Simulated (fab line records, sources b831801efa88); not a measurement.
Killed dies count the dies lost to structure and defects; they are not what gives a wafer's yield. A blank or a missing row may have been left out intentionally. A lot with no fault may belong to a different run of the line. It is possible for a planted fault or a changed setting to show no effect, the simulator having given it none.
fab line records -- flow sky130
record lots=6, wafers=18, lastDay=50
route steps=708 shown VIA4@650 METAL5@661 PASSIVATION@681 PAD_OPEN@708
lots that met no fault: taken from a fault-free run of the same line
startH: hours from the record's opening day to when the first of the lot's shown wafers began -- waitH: time in hours since the lot's previous step -- " same as the row above -- L1.1+2: one row covering several wafers at once -- - no value present, or no start provided -- * or withheld: withheld -- < > ~ a bound
route shown NAME@n: names a module that has steps shown in the file, with the first one's number in the route -- usual: average and standard deviation across the fault-free wafers -- same: alike in all rows -- chamber/n: place in a boat -- sites: the reading at each site -- _std_site: how widely they spread, as a standard deviation -- _edge_site: mean of outer sites minus mean of inner sites -- radiusMm: for every site, how far away it sits from the centre of the wafer -- mask NAME#n: copy n -- behind: tool/chamber where the wafer was last shaped -- hold: what put the lot on hold/how long, in hours/how the hold closed -- device: the transistor (n, p or np) that didn't switch -- end of line: tests of these same wafers at the route's end -- a step with no rows: only its recipe -- killed: dies lost to structure and defects at the first sort, not the wafer's yield -- map: per-die view of a wafer (x killed, . not killed, _ where there is no die)
set.NAME: the setting as run; set.NAME@STEP: as run at that earlier step -- model.NAME: the simulator's own value behind a step, which no gauge read
certain route steps with their lots: each step a table, each wafer a row
services: a tool's chamber out of use, with start hour (startH, from the record's first day; less than 0 if before it), hours out, and reason
## steps
# step SKY_VIA4_OVL_MEAS_11
# usual VIA4_OVL=-0.5/1.4
lot.wafer,tool,chamber,startH,waitH,VIA4_OVL[nm]
L361.2,overlay-02,-,1019.41,0.1,-0.6
L361.4,overlay-02,-,1019.41,0.1,0.2
L361.5,overlay-02,-,1019.41,0.1,0.8
L363.1,overlay-01,-,1032.66,0.1,0.0
L363.2,overlay-01,-,1032.66,0.1,-1.1
L363.5,overlay-01,-,1032.66,0.1,-2.4
L374.1,overlay-02,-,1106.51,0.1,1.5
L374.3,overlay-02,-,1106.51,0.1,0.1
L374.6,overlay-02,-,1106.51,0.1,-0.1
L375.2,overlay-01,-,1110.68,0.1,2.0
L375.4,overlay-01,-,1110.68,0.1,2.4
L375.6,overlay-01,-,1110.68,0.1,2.9
L376.1,overlay-01,-,1112.67,0.1,1.1
L376.5,overlay-01,-,1112.67,0.1,-0.9
L376.6,overlay-01,-,1112.67,0.1,-1.1
L381.1,overlay-02,-,1137.36,0.1,-0.7
L381.3,overlay-02,-,1137.36,0.1,-1.7
L381.5,overlay-02,-,1137.36,0.1,0.2
# step SKY_VIA4_ETCH_12
# recipe target=SiO2, chemistry=C4F8/O2/Ar, stopOn=TiN, maskMaterial=NOVOLAK, sourceW=1500, biasW=1200, pressureMtorr=40, c4f8FlowSccm=withheld, O2_flow_sccm=6, Ar_flow_sccm=300, timeS=withheld, targetDepthA=5800
# usual oesProductAu=0.925/0.0045
lot.wafer,tool,chamber,startH,waitH,oesProductAu
L361.2,rieDiel-02,1,1019.44,0.0,0.925
L361.4,rieDiel-02,3,1019.44,0.0,0.917
L361.5,rieDiel-02,3,1019.44,0.0,0.916
L363.1,rieDiel-04,0,1032.69,0.0,0.929
L363.2,rieDiel-04,3,1032.69,0.0,0.919
L363.5,rieDiel-04,1,1032.69,0.0,0.919
L374.1,rieDiel-01,3,1106.54,0.0,0.925
L374.3,rieDiel-01,1,1106.54,0.0,0.923
L374.6,rieDiel-01,3,1106.54,0.0,0.922
L375.2,rieDiel-02,0,1110.71,0.0,0.921
L375.4,rieDiel-02,2,1110.71,0.0,0.923
L375.6,rieDiel-02,1,1110.71,0.0,0.928
L376.1,rieDiel-01,0,1112.71,0.0,0.923
L376.5,rieDiel-01,0,1112.71,0.0,0.930
L376.6,rieDiel-01,1,1112.71,0.0,0.937
L381.1,rieDiel-02,0,1137.39,0.0,0.927
L381.3,rieDiel-02,1,1137.39,0.0,0.924
L381.5,rieDiel-02,1,1137.39,0.0,0.928
# step SKY_VIA4_STRIP_13
# recipe chemistry=O2/N2, powerW=1400, pressureMtorr=1500, platenTempC=withheld, o2FlowSccm=3000, n2FlowSccm=300, overashFraction=0.5
# step SKY_VIA4_STRIP_14
# recipe chemistry=postEtchResidueRemover, timeS=1200, tempC=72.5
# step SKY_VIA4_CLEAN_15
# recipe chemistry=IPA, timeS=180, tempC=25
# step SKY_VIA4_CLEAN_16
# recipe chemistry=O3/DIW, dry=n2Spin
# step SKY_VIA4_SPUTTER_17
# recipe material=TiN, targetThkNm=20, chamberPressurePa=5, powerW=4000, timeS=80
# usual throttleValvePct=30.1/0.86
lot.wafer,tool,chamber,startH,waitH,throttleValvePct
L361.2,pvdSputter-04,-,1020.39,0.0,29.6
L361.4,pvdSputter-04,-,1020.39,0.0,29.2
L361.5,pvdSputter-04,-,1020.39,0.0,29.8
L363.1,pvdSputter-03,-,1033.36,0.0,29.6
L363.2,pvdSputter-03,-,1033.36,0.0,31.6
L363.5,pvdSputter-03,-,1033.36,0.0,30.5
L374.1,pvdSputter-01,-,1107.79,0.0,30.9
L374.3,pvdSputter-01,-,1107.79,0.0,30.1
L374.6,pvdSputter-01,-,1107.79,0.0,30.6
L375.2,pvdSputter-01,-,1111.44,0.0,30.0
L375.4,pvdSputter-01,-,1111.44,0.0,30.4
L375.6,pvdSputter-01,-,1111.44,0.0,31.0
L376.1,pvdSputter-03,-,1113.42,0.0,29.6
L376.5,pvdSputter-03,-,1113.42,0.0,29.0
L376.6,pvdSputter-03,-,1113.42,0.0,30.6
L381.1,pvdSputter-04,-,1138.06,0.0,28.9
L381.3,pvdSputter-04,-,1138.06,0.0,29.4
L381.5,pvdSputter-04,-,1138.06,0.0,28.9
# step SKY_VIA4_CVD_18
# recipe material=W, targetThkNm=505, timeS=152.14, tempC=398.7, pressureTorr=40
# step SKY_VIA4_RS_MEAS_19
# recipe thkMeasGauge=four-point-probe, reads=W_of_VIA4_CVD_18+TiN_of_VIA4_SPUTTER_17
# usual VIA4_W_RS=0.2314/0.003
lot.wafer,tool,chamber,startH,waitH,VIA4_W_RS[ohm/sq]
L361.2,filmMetro-04,-,1020.62,0.1,0.2350
L361.4,filmMetro-04,-,1020.62,0.1,0.2310
L361.5,filmMetro-04,-,1020.62,0.1,0.2313
L363.1,filmMetro-03,-,1033.57,0.1,0.2280
L363.2,filmMetro-03,-,1033.57,0.1,0.2320
L363.5,filmMetro-03,-,1033.57,0.1,0.2340
L374.1,filmMetro-03,-,1108.00,0.1,0.2288
L374.3,filmMetro-03,-,1108.00,0.1,0.2333
L374.6,filmMetro-03,-,1108.00,0.1,0.2279
L375.2,filmMetro-03,-,1111.68,0.1,0.2304
L375.4,filmMetro-03,-,1111.68,0.1,0.2335
L375.6,filmMetro-03,-,1111.68,0.1,0.2297
L376.1,filmMetro-01,-,1113.63,0.1,0.2280
L376.5,filmMetro-01,-,1113.63,0.1,0.2289
L376.6,filmMetro-01,-,1113.63,0.1,0.2304
L381.1,filmMetro-04,-,1138.27,0.1,0.2279
L381.3,filmMetro-04,-,1138.27,0.1,0.2319
L381.5,filmMetro-04,-,1138.27,0.1,0.2289
# step SKY_VIA4_THK_MEAS_20
# recipe thkMeasGauge=xrf, reads=W_of_VIA4_CVD_18
# usual VIA4_W_THK=501/8.3
lot.wafer,tool,chamber,startH,waitH,VIA4_W_THK[nm]
L361.2,filmMetro-04,-,1020.73,0.1,486
L361.4,filmMetro-04,-,1020.73,0.1,495
L361.5,filmMetro-04,-,1020.73,0.1,494
L363.1,filmMetro-03,-,1033.69,0.1,511
L363.2,filmMetro-03,-,1033.69,0.1,502
L363.5,filmMetro-03,-,1033.69,0.1,495
L374.1,filmMetro-03,-,1108.12,0.1,509
L374.3,filmMetro-03,-,1108.12,0.1,498
L374.6,filmMetro-03,-,1108.12,0.1,511
L375.2,filmMetro-03,-,1111.79,0.1,505
L375.4,filmMetro-03,-,1111.79,0.1,498
L375.6,filmMetro-03,-,1111.79,0.1,506
L376.1,filmMetro-01,-,1113.75,0.1,517
L376.5,filmMetro-01,-,1113.75,0.1,515
L376.6,filmMetro-01,-,1113.75,0.1,514
L381.1,filmMetro-04,-,1138.39,0.1,501
L381.3,filmMetro-04,-,1138.39,0.1,493
L381.5,filmMetro-04,-,1138.39,0.1,501
# step SKY_VIA4_CMP_21
# recipe stopOn=SiO2, tOverpolishS=25, downForcePsi=3.5, platenRpm=60, targetThkNm=0, padVelocityMS=0.94248
# step SKY_METAL5_SPUTTER_00
# recipe material=Ti, targetThkNm=15, powerW=3000, timeS=10, chamberPressurePa=0.4
# step SKY_METAL5_SPUTTER_01
# recipe material=TiN, targetThkNm=20, powerW=6500, timeS=16.7, chamberPressurePa=0.4
# usual throttleValvePct=29.9/1.1
lot.wafer,tool,chamber,startH,waitH,throttleValvePct
L361.2,pvdSputter-02,-,1021.32,0.0,29.7
L361.4,pvdSputter-02,-,1021.32,0.0,27.8
L361.5,pvdSputter-02,-,1021.32,0.0,29.6
L363.1,pvdSputter-03,-,1034.07,0.0,31.5
L363.2,pvdSputter-03,-,1034.07,0.0,29.5
L363.5,pvdSputter-03,-,1034.07,0.0,28.5
L374.1,pvdSputter-02,-,1108.50,0.0,29.1
L374.3,pvdSputter-02,-,1108.50,0.0,29.7
L374.6,pvdSputter-02,-,1108.50,0.0,27.3
L375.2,pvdSputter-02,-,1112.16,0.0,29.0
L375.4,pvdSputter-02,-,1112.16,0.0,29.7
L375.6,pvdSputter-02,-,1112.16,0.0,29.7
L376.1,pvdSputter-03,-,1114.34,0.0,30.6
L376.5,pvdSputter-03,-,1114.34,0.0,31.3
L376.6,pvdSputter-03,-,1114.34,0.0,28.5
L381.1,pvdSputter-03,-,1138.77,0.0,30.2
L381.3,pvdSputter-03,-,1138.77,0.0,31.3
L381.5,pvdSputter-03,-,1138.77,0.0,30.6
# step SKY_METAL5_SPUTTER_02
# recipe material=AlCu, targetThkNm=1150, powerW=10600, timeS=61.2, chamberPressurePa=0.4
# step SKY_METAL5_SPUTTER_03
# recipe material=Ti, targetThkNm=5, powerW=3000, timeS=3.3, chamberPressurePa=0.4
# usual throttleValvePct=29.9/1.1
lot.wafer,tool,chamber,startH,waitH,throttleValvePct
L361.2,pvdSputter-02,-,1021.39,0.0,29.6
L361.4,pvdSputter-02,-,1021.39,0.0,27.7
L361.5,pvdSputter-02,-,1021.39,0.0,29.6
L363.1,pvdSputter-03,-,1034.15,0.0,31.5
L363.2,pvdSputter-03,-,1034.15,0.0,29.8
L363.5,pvdSputter-03,-,1034.15,0.0,28.8
L374.1,pvdSputter-02,-,1108.58,0.0,29.2
L374.3,pvdSputter-02,-,1108.58,0.0,29.4
L374.6,pvdSputter-02,-,1108.58,0.0,27.5
L375.2,pvdSputter-02,-,1112.23,0.0,29.2
L375.4,pvdSputter-02,-,1112.23,0.0,29.7
L375.6,pvdSputter-02,-,1112.23,0.0,29.6
L376.1,pvdSputter-03,-,1114.41,0.0,30.5
L376.5,pvdSputter-03,-,1114.41,0.0,31.4
L376.6,pvdSputter-03,-,1114.41,0.0,28.6
L381.1,pvdSputter-03,-,1138.85,0.0,30.2
L381.3,pvdSputter-03,-,1138.85,0.0,31.4
L381.5,pvdSputter-03,-,1138.85,0.0,30.2
# step SKY_METAL5_SPUTTER_04
# recipe material=TiN, targetThkNm=70, powerW=6500, timeS=58.3, chamberPressurePa=0.4
# step SKY_METAL5_RS_MEAS_05
# recipe thkMeasGauge=four-point-probe, reads=TiN_of_METAL5_SPUTTER_04+Ti_of_METAL5_SPUTTER_03+AlCu_of_METAL5_SPUTTER_02+TiN_of_METAL5_SPUTTER_01+Ti_of_METAL5_SPUTTER_00
# usual METAL5_ALCU_RS=0.02715/0.0003
lot.wafer,tool,chamber,startH,waitH,METAL5_ALCU_RS[ohm/sq]
L361.2,filmMetro-01,-,1021.48,0.0,0.02716
L361.4,filmMetro-01,-,1021.48,0.0,0.02703
L361.5,filmMetro-01,-,1021.48,0.0,0.02724
L363.1,filmMetro-03,-,1034.21,0.0,0.02701
L363.2,filmMetro-03,-,1034.21,0.0,0.02731
L363.5,filmMetro-03,-,1034.21,0.0,0.02671
L374.1,filmMetro-03,-,1108.65,0.0,0.02753
L374.3,filmMetro-03,-,1108.65,0.0,0.02698
L374.6,filmMetro-03,-,1108.65,0.0,0.02695
L375.2,filmMetro-03,-,1112.32,0.0,0.02705
L375.4,filmMetro-03,-,1112.32,0.0,0.02687
L375.6,filmMetro-03,-,1112.32,0.0,0.02674
L376.1,filmMetro-01,-,1114.48,0.0,0.02692
L376.5,filmMetro-01,-,1114.48,0.0,0.02696
L376.6,filmMetro-01,-,1114.48,0.0,0.02687
L381.1,filmMetro-02,-,1138.92,0.0,0.02686
L381.3,filmMetro-02,-,1138.92,0.0,0.02705
L381.5,filmMetro-02,-,1138.92,0.0,0.02689
# step SKY_METAL5_THK_MEAS_06
# recipe thkMeasGauge=xrf, reads=AlCu_of_METAL5_SPUTTER_02
# usual METAL5_ALCU_THK=1130/13
lot.wafer,tool,chamber,startH,waitH,METAL5_ALCU_THK[nm]
L361.2,filmMetro-01,-,1021.59,0.1,1122
L361.4,filmMetro-01,-,1021.59,0.1,1127
L361.5,filmMetro-01,-,1021.59,0.1,1119
L363.1,filmMetro-03,-,1034.33,0.1,1136
L363.2,filmMetro-03,-,1034.33,0.1,1126
L363.5,filmMetro-03,-,1034.33,0.1,1152
L374.1,filmMetro-03,-,1108.77,0.1,1110
L374.3,filmMetro-03,-,1108.77,0.1,1129
L374.6,filmMetro-03,-,1108.77,0.1,1129
L375.2,filmMetro-03,-,1112.43,0.1,1130
L375.4,filmMetro-03,-,1112.43,0.1,1133
L375.6,filmMetro-03,-,1112.43,0.1,1147
L376.1,filmMetro-01,-,1114.60,0.1,1132
L376.5,filmMetro-01,-,1114.60,0.1,1129
L376.6,filmMetro-01,-,1114.60,0.1,1137
L381.1,filmMetro-02,-,1139.04,0.1,1149
L381.3,filmMetro-02,-,1139.04,0.1,1137
L381.5,filmMetro-02,-,1139.04,0.1,1146
# step SKY_METAL5_DEHYDRATE_07
# recipe tempC=200, timeS=60
# step SKY_METAL5_HMDS_08
# recipe primeTimeS=60, primeTempC=120
# step SKY_METAL5_COAT_09
# recipe resist=NOVOLAK, spinRpm=3000, resistThkNm=1800
# step SKY_METAL5_SOFTBAKE_10
# recipe tempC=90, timeS=60, resist=NOVOLAK
# step SKY_METAL5_EXPOSE_11
# recipe maskId=MM5, na=0.6, sourceShape=conventional, sigmaOuter=0.6, polarization=unpolarized, targetCdNm=1600, doseMj=190
# step SKY_METAL5_PEB_12
# recipe tempC=withheld, timeS=*, resist=NOVOLAK
# step SKY_METAL5_DEVELOP_13
# recipe resist=NOVOLAK, developer=TMAH, developTimeS=60, devTempC=23
# step SKY_METAL5_DESCUM_14
# recipe chemistry=O2, sourcePowerW=150, biasPowerW=0, pressureMtorr=10, tempC=40, timeS=11
# step SKY_METAL5_METAL_ETCH_15
# recipe targetDepthA=12600, stopOn=SiO2, overEtchFrac=0.2, timeS=252, chemistry=Cl2/BCl3, resistSidewallDeg=86, pressureMtorr=10, icpW=900, biasW=48.5, Cl2_flow_sccm=60, bcl3FlowSccm=30
# step SKY_METAL5_STRIP_16
# recipe chemistry=O2/N2, powerW=1400, pressureMtorr=1500, platenTempC=withheld, o2FlowSccm=3000, n2FlowSccm=300, overashFraction=0.5
# step SKY_METAL5_STRIP_17
# recipe chemistry=postEtchResidueRemover, timeS=1200, tempC=73.7
# step SKY_METAL5_CLEAN_18
# recipe chemistry=IPA, timeS=180, tempC=25
# step SKY_METAL5_CLEAN_19
# recipe chemistry=O3/DIW, dry=n2Spin
# step SKY_PASSIVATION_CVD_00
# recipe material=SiO2, targetThkNm=90, tempC=400, timeS=withheld, rfW=600
# usual heaterPowerW=705/110
lot.wafer,tool,chamber,startH,waitH,heaterPowerW
L361.2,pecvd-01,0,1044.38,0.0,754
L361.4,pecvd-01,1,1044.38,0.0,593
L361.5,pecvd-01,2,1044.38,0.0,823
L363.1,pecvd-02,0,1057.13,0.0,556
L363.2,pecvd-02,2,1057.13,0.0,732
L363.5,pecvd-02,0,1057.13,0.0,541
L374.1,pecvd-01,0,1129.20,0.0,889
L374.3,pecvd-01,1,1129.20,0.0,690
L374.6,pecvd-01,1,1129.20,0.0,568
L375.2,pecvd-03,1,1132.69,0.0,792
L375.4,pecvd-03,2,1132.69,0.0,770
L375.6,pecvd-03,0,1132.69,0.0,578
L376.1,pecvd-01,1,1134.81,0.0,623
L376.5,pecvd-01,1,1134.81,0.0,619
L376.6,pecvd-01,2,1134.81,0.0,828
L381.1,pecvd-02,0,1157.56,0.0,623
L381.3,pecvd-02,1,1157.56,0.0,635
L381.5,pecvd-02,0,1157.56,0.0,626
# step SKY_PASSIVATION_THK_MEAS_01
# recipe reads=SiO2_of_PASSIVATION_CVD_00
# usual PASSIVATION_CVD_00_THK=89.9/1.2
lot.wafer,tool,chamber,startH,waitH,PASSIVATION_CVD_00_THK[nm]
L361.2,filmMetro-04,-,1044.41,-,87.5
L361.4,filmMetro-04,-,1044.41,-,90.9
L361.5,filmMetro-04,-,1044.41,-,90.3
L363.1,filmMetro-04,-,1057.15,-,88.0
L363.2,filmMetro-04,-,1057.15,-,88.3
L363.5,filmMetro-04,-,1057.15,-,88.8
L374.1,filmMetro-02,-,1129.22,-,88.5
L374.3,filmMetro-02,-,1129.22,-,90.2
L374.6,filmMetro-02,-,1129.22,-,92.7
L375.2,filmMetro-01,-,1132.72,-,89.8
L375.4,filmMetro-01,-,1132.72,-,90.5
L375.6,filmMetro-01,-,1132.72,-,89.9
L376.1,filmMetro-02,-,1134.83,-,89.1
L376.5,filmMetro-02,-,1134.83,-,90.7
L376.6,filmMetro-02,-,1134.83,-,90.6
L381.1,filmMetro-02,-,1157.58,-,89.0
L381.3,filmMetro-02,-,1157.58,-,89.2
L381.5,filmMetro-02,-,1157.58,-,90.6
# step SKY_PASSIVATION_CVD_02
# recipe material=Si3N4, targetThkNm=540, tempC=400, timeS=withheld, rfW=450
# usual heaterPowerW=764/120
lot.wafer,tool,chamber,startH,waitH,heaterPowerW
L361.2,pecvd-03,1,1044.46,0.0,914
L361.4,pecvd-03,1,1044.46,0.0,907
L361.5,pecvd-03,1,1044.46,0.0,932
L363.1,pecvd-01,1,1057.21,0.1,619
L363.2,pecvd-01,0,1057.21,0.1,846
L363.5,pecvd-01,2,1057.21,0.1,849
L374.1,pecvd-01,1,1129.28,0.1,734
L374.3,pecvd-01,2,1129.28,0.1,828
L374.6,pecvd-01,1,1129.28,0.1,735
L375.2,pecvd-01,0,1132.77,0.0,858
L375.4,pecvd-01,2,1132.77,0.0,905
L375.6,pecvd-01,1,1132.77,0.0,624
L376.1,pecvd-03,0,1134.89,0.1,646
L376.5,pecvd-03,1,1134.89,0.1,935
L376.6,pecvd-03,2,1134.89,0.1,774
L381.1,pecvd-03,2,1157.64,0.1,843
L381.3,pecvd-03,1,1157.64,0.1,940
L381.5,pecvd-03,2,1157.64,0.1,879
# step SKY_PASSIVATION_THK_MEAS_03
# recipe reads=Si3N4_of_PASSIVATION_CVD_02
# usual PASSIVATION_CVD_02_THK=542/8.1
lot.wafer,tool,chamber,startH,waitH,PASSIVATION_CVD_02_THK[nm]
L361.2,filmMetro-01,-,1044.81,-,526
L361.4,filmMetro-01,-,1044.81,-,540
L361.5,filmMetro-01,-,1044.81,-,535
L363.1,filmMetro-01,-,1057.44,-,534
L363.2,filmMetro-01,-,1057.44,-,544
L363.5,filmMetro-01,-,1057.44,-,546
L374.1,filmMetro-04,-,1129.51,-,539
L374.3,filmMetro-04,-,1129.51,-,548
L374.6,filmMetro-04,-,1129.51,-,545
L375.2,filmMetro-01,-,1133.01,-,532
L375.4,filmMetro-01,-,1133.01,-,534
L375.6,filmMetro-01,-,1133.01,-,537
L376.1,filmMetro-04,-,1135.11,-,548
L376.5,filmMetro-04,-,1135.11,-,547
L376.6,filmMetro-04,-,1135.11,-,543
L381.1,filmMetro-01,-,1157.86,-,540
L381.3,filmMetro-01,-,1157.86,-,538
L381.5,filmMetro-01,-,1157.86,-,549
# step SKY_PASSIVATION_DEHYDRATE_04
# recipe tempC=200, timeS=60
# step SKY_PASSIVATION_HMDS_05
# recipe primeTimeS=60, primeTempC=120
# step SKY_PASSIVATION_COAT_06
# recipe spinRpm=2000, resistThkNm=3000
# step SKY_PASSIVATION_SOFTBAKE_07
# recipe tempC=110, timeS=withheld
# step SKY_PASSIVATION_EXPOSE_08
# recipe maskId=NSM, targetCdNm=3000, na=0.57, doseMj=260
# step SKY_PASSIVATION_PEB_09
# recipe tempC=115, timeS=withheld
# step SKY_PASSIVATION_DEVELOP_10
# recipe developTimeS=60, devTempC=23
# step SKY_PAD_OPEN_PROBE_99
# usual defectLimitedYield=82.2/2.2, killed_at_M0_to_M3=45/7.1, killed_at_M4_up=3.0/1.8, killedAtContacts=24/5.4, killedAtFrontEnd=16/4.9, killedAtOther=0.3/0.63, killedDies=88/11, killedOpen=47/7.4, killedShort=40/7, sort_bin_3_pad_short=1.0/0.43, sort_bin_5_function=10.6/1.7, sort_bin_6_memory=6.3/1.1, sortNPass=404/11, sortYieldPct=82.2/2.2
# same grossDies=492, killedAtBackSide=0, sort_bin_4_leakage[%]=0, sort_bin_8_speed[%]=0
lot.wafer,tool,chamber,startH,waitH,defectLimitedYield[%],killed_at_M0_to_M3,killed_at_M4_up,killedAtContacts,killedAtFrontEnd,killedAtOther,killedDies,killedOpen,killedShort,sort_bin_3_pad_short[%],sort_bin_5_function[%],sort_bin_6_memory[%],sortNPass,sortYieldPct[%],model.etest.tester.sortNPass,model.etest.tester.sortYieldPct,model.etest.tester.sort_bin_5_pct,model.etest.tester.sort_bin_3_pct
L361.2,prober-01,-,1089.73,0.1,79.3,55,2,33,12,0,102,54,48,0.8,12.2,7.7,390,79.3,390,79.27,12.2,0.813
L361.4,prober-01,-,1089.83,0.2,83.5,43,3,24,11,0,81,47,33,0.8,9.8,5.9,411,83.5,411,83.54,9.756,0.813
L361.5,prober-01,-,1089.88,0.2,81.9,49,1,28,11,0,89,40,48,0.2,11.4,6.5,403,81.9,403,81.91,11.38,0.2033
L374.1,prober-02,-,1167.21,0.1,72.2,54,42,22,17,2,137,49,47,2.0,18.1,7.7,355,72.2,355,72.15,18.09,2.033
L374.3,prober-02,-,1167.31,0.2,77.2,37,35,24,16,0,112,51,30,2.6,13.0,7.1,380,77.2,380,77.24,13.01,2.642
L374.6,prober-02,-,1167.46,0.2,70.3,46,52,27,19,2,146,51,42,3.3,18.1,8.3,346,70.3,346,70.33,18.09,3.252
L375.2,prober-01,-,1171.36,0.1,73.0,46,46,31,10,0,133,48,41,2.0,17.7,7.3,359,73.0,359,72.97,17.68,2.033
L375.4,prober-01,-,1171.46,0.2,76.2,29,52,20,16,0,117,32,34,3.9,14.6,5.3,375,76.2,375,76.22,14.63,3.862
L375.6,prober-01,-,1171.56,0.2,78.9,41,36,22,5,0,104,37,34,2.2,13.4,5.5,388,78.9,388,78.86,13.41,2.236
L376.1,prober-02,-,1173.20,0.1,79.3,63,0,23,16,0,102,55,46,0.8,11.8,8.1,390,79.3,390,79.27,11.79,0.813
L376.5,prober-02,-,1173.40,0.2,79.1,60,3,21,19,0,103,63,39,0.8,13.4,6.7,389,79.1,389,79.06,13.41,0.813
L376.6,prober-02,-,1173.45,0.2,78.9,56,5,27,16,0,104,59,45,1.0,12.4,7.7,388,78.9,388,78.86,12.4,1.016
# killed by level:class
L361.2 CONTACT:geometricParticle:open=12 VIA1:geometricParticle:open=12 VIA2:geometricParticle:open=10 METAL1:geometricParticle:short=7 CONTACT:geometricParticle:short=6 VIA3:geometricParticle:open=6 LI_CONTACT:geometricParticle:open=5 LOCAL_INTERCONNECT:geometricParticle:short=5
L361.4 VIA1:geometricParticle:open=16 CONTACT:geometricParticle:open=9 LI_CONTACT:geometricParticle:open=5 VIA1:geometricParticle:short=5 METAL2:geometricParticle:short=5 VIA3:geometricParticle:open=5 POLY_GATE:geometricParticle:open=3 LOCAL_INTERCONNECT:geometricParticle:short=3
L361.5 VIA2:geometricParticle:open=9 METAL2:geometricParticle:short=9 VIA3:geometricParticle:open=8 LOCAL_INTERCONNECT:geometricParticle:short=7 CONTACT:geometricParticle:open=7 CONTACT:geometricParticle:short=7 VIA1:geometricParticle:open=6 METAL1:geometricParticle:short=5
L374.1 METAL5:unspecified=39 VIA3:geometricParticle:open=15 VIA1:geometricParticle:open=8 VIA1:geometricParticle:short=8 CONTACT:geometricParticle:open=7 VIA2:geometricParticle:short=7 CONTACT:geometricParticle:short=6 METAL1:geometricParticle:short=6
L374.3 METAL5:unspecified=31 VIA3:geometricParticle:open=9 VIA1:geometricParticle:open=9 CONTACT:geometricParticle:open=8 POLY_GATE:geometricParticle:short=6 POLY_GATE:geometricParticle:open=6 LI_CONTACT:geometricParticle:open=6 LOCAL_INTERCONNECT:geometricParticle:short=6
L374.6 METAL5:unspecified=52 CONTACT:geometricParticle:open=10 LI_CONTACT:geometricParticle:open=8 METAL1:geometricParticle:short=8 CONTACT:geometricParticle:short=7 VIA3:geometricParticle:open=7 POLY_GATE:geometricParticle:open=6 VIA1:geometricParticle:open=6
L375.2 METAL5:unspecified=44 CONTACT:geometricParticle:open=13 METAL2:geometricParticle:short=9 VIA1:geometricParticle:open=9 VIA3:geometricParticle:open=8 CONTACT:geometricParticle:short=8 METAL1:geometricParticle:short=5 LI_CONTACT:geometricParticle:open=4
L375.4 METAL5:unspecified=51 CONTACT:geometricParticle:open=10 POLY_GATE:geometricParticle:short=6 VIA1:geometricParticle:short=6 VIA2:geometricParticle:short=5 POLY_GATE:geometricParticle:open=4 LOCAL_INTERCONNECT:geometricParticle:short=4 FIELD_ISO:geometricParticle:open=3
L375.6 METAL5:unspecified=33 LI_CONTACT:geometricParticle:open=8 METAL1:geometricParticle:short=7 VIA1:geometricParticle:open=7 CONTACT:geometricParticle:open=6 METAL2:geometricParticle:short=5 VIA3:geometricParticle:open=5 VIA2:geometricParticle:short=4
L376.1 VIA1:geometricParticle:open=15 VIA2:geometricParticle:open=11 CONTACT:geometricParticle:open=7 VIA1:geometricParticle:short=7 METAL2:geometricParticle:short=6 LI_CONTACT:geometricParticle:open=5 LOCAL_INTERCONNECT:geometricParticle:short=5 METAL1:geometricParticle:short=5
L376.5 VIA1:geometricParticle:open=19 VIA2:geometricParticle:open=12 POLY_GATE:geometricParticle:open=7 CONTACT:geometricParticle:open=6 VIA1:geometricParticle:short=6 VIA2:geometricParticle:short=5 LI_CONTACT:geometricParticle:open=5 METAL1:geometricParticle:short=4
L376.6 VIA2:geometricParticle:open=13 LI_CONTACT:geometricParticle:open=12 VIA1:geometricParticle:open=10 CONTACT:geometricParticle:short=7 VIA1:geometricParticle:short=6 METAL3:geometricParticle:short=6 VIA3:geometricParticle:open=6 POLY_GATE:geometricParticle:open=5
# map L374.6 (x killed, . not)
__________.x.....x.._________
________x.x.xxx.xx...._______
______.....x......xxxx.._____
_____..........xx....x...____
____.x......x...x.....x...___
___..x.x..x.xx....x.....xxx__
__x..x..xxxxxxxxxx......x..x_
_........xxxxxxxx.x........x.
_...x...xxxxxxxxxxx.xx.x..xx.
_..x...x.xxxxxxxxx.x....x....
_.....x...xxxxxxxxx..........
_....x...x..xxxxxx..x......x.
_.....x.x..xx......x...xxx...
_.........x..x.x...x.x.......
_.x..x...x..x......x.........
__...xx...x.......x....x...x_
___x..x...x....x......x.x..__
____..............xx......___
_____...x..x.......x.....____
______.................._____
________...x.x...x.xx._______
__________..x.x....._________
# map L375.2 (x killed, . not)
__________........x._________
________.......x......_______
______x.......xxx......x_____
_____.x.xx..x......x....x____
____..xx......x.x.........___
___.x......x.....x.........__
__.xx..........x...x...x...._
_....xx......x.......x..x....
_.........x...............x..
_.....x.......xx.x.x....xx...
_.xx...xx...........x........
_.x......x......x.xx........x
_.xx.......x.............x...
_......x...xx.....xxx.x......
_....xx..x...x.........x....x
__...x.xxx..xx.xx....xx....._
___....xxxxx.xx..x.........__
____..xxxxxxxxx.x.........___
_____xxxxxxxxxxx...x.....____
______xxxxxxxxx...x..x.._____
________xxxxxxxxx.xx.._______
__________xxx..x...._________
## services
tool,chamber,startH,hours,kind
rieDiel-01,2,996.62,12.7,repair
pecvd-01,-,997.15,2.5,repair
pvdSputter-01,-,1007.24,0.7,repair
pvdSputter-02,-,1012.24,4.2,repair
pvdSputter-02,-,1036.83,2.9,repair
pvdSputter-04,-,1046.41,2.3,repair
rieDiel-04,1,1063.78,16.4,repair
pvdSputter-02,-,1079.05,4.1,repair
pvdSputter-04,-,1079.33,1.2,repair
pvdSputter-04,-,1088.94,0.6,repair
pecvd-02,-,1104.64,42.2,repair
pvdSputter-04,-,1111.27,3.3,repair
pvdSputter-03,3,1114.48,-,consumableReplace:kit
pvdSputter-03,3,1114.48,18.0,scheduledDown
pvdSputter-03,3,1114.48,18.0,ventCycle
rieDiel-02,-,1120.80,14.6,pm
pecvd-03,-,1126.84,5.5,pm
pecvd-01,-,1137.12,1.3,repair
pvdSputter-02,-,1137.35,3.4,repair
rieDiel-02,2,1141.03,8.0,repair
pecvd-01,-,1143.62,0.2,repair
rieDiel-02,0,1151.83,22.0,repair
pvdSputter-02,-,1154.82,1.5,repair
pecvd-02,-,1156.50,0.5,repair
## key
firstSign step=SKY_PAD_OPEN_PROBE_99, reading=killed_at_M4_up, direction=up, sigmas=22, usual=3.0, struck=43.8
effect step=SKY_PAD_OPEN_PROBE_99, reading=sort_bin_3_pad_short, direction=up, sigmas=4, usual=1.0, struck=2.7
modelEffect step=SKY_PAD_OPEN_PROBE_99, value=etest.tester.sortNPass, without=403.2, struck=367.2
metAt SKY_METAL5_SPUTTER_01
struckWafers L374.1,L374.3,L374.6,L375.2,L375.4,L375.6
onsetBetween 1021.32 1108.50
alsoFits SKY_VIA4_SPUTTER_17:pvdSputter-01,SKY_METAL5_SPUTTER_03:pvdSputter-02,SKY_PASSIVATION_CVD_02:pecvd-01
fault kind=chamberParticleSource, tool=pvdSputter-02, chamber=-, onsetH=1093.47, steps=SKY_METAL5_SPUTTER_01, ratePerVisitCm2=0.75545, endH=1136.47
